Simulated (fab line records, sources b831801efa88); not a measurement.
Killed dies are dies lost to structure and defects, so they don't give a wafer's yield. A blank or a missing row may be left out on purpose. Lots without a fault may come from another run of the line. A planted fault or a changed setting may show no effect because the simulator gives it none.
One fault seen from 2 desks | flow sky130 | each desk has only its own numbers; what lay behind them comes last

THE TOOL OWNER'S DESK: rie_metal-02
The tool's own readings at SKY_CAP2M_METAL_ETCH_13 (etches TiN in Cl2/BCl3, stops on SiO2, target depth 220 nm, time 62.9 s): means of the sampled wafers that have a number, for each lot that ran on this tool. A lot is out of limits, marked OUT, if its mean lies more than 4 standard deviations from the usual mean; the brackets give that distance.
Columns: A = drypump_motor_current_A at SKY_CAP2M_METAL_ETCH_13, usual 5.59 A; B = he_backside_leak_sccm at SKY_CAP2M_METAL_ETCH_13, usual 3.2 sccm; C = oes_product_au at SKY_CAP2M_METAL_ETCH_13, usual 0.939 a.u.; D = throttle_valve_pct at SKY_CAP2M_METAL_ETCH_13, usual 21.902 %
lot  | first seen here | A    | B   | C     | D
L420 | day 40 20:02    | 5.70 | 3.0 | 0.949 | 21.904
L428 | day 42 19:36    | 5.64 | 3.1 | 0.944 | 21.900
L438 | day 45 08:41    | 5.72 | 3.1 | 0.938 | 21.906
L440 | day 46 05:22    | 5.68 | 3.1 | 0.934 | 21.897
This desk's finding: nothing out of limits on any of the 4 lots.

THE METROLOGY DESK
What the gauges read, lot by lot, whatever tool the lot ran on: means of the sampled wafers that have a number. A lot is out of limits, marked OUT, if its mean lies more than 4 standard deviations from the usual mean; the brackets give that distance.
Columns: A = VIA3_OVL at SKY_VIA3_OVL_MEAS_13, usual 1 nm
lot  | first seen here | A
L420 | day 39 19:01    | 8
L422 | day 40 05:40    | -4
L424 | day 40 11:27    | -1
L427 | day 41 14:00    | 1
L428 | day 41 18:30    | -1
L431 | day 42 11:45    | -4
L438 | day 44 10:22    | -2
L440 | day 45 05:54    | -1
L441 | day 45 22:16    | -2
L442 | day 45 23:00    | -3
This desk's finding: nothing out of limits on any of the 10 lots.

PUT TOGETHER
The tool owner's desk saw nothing out of limits.
The metrology desk saw nothing out of limits.

WHAT THE SIMULATOR HAD PUT IN
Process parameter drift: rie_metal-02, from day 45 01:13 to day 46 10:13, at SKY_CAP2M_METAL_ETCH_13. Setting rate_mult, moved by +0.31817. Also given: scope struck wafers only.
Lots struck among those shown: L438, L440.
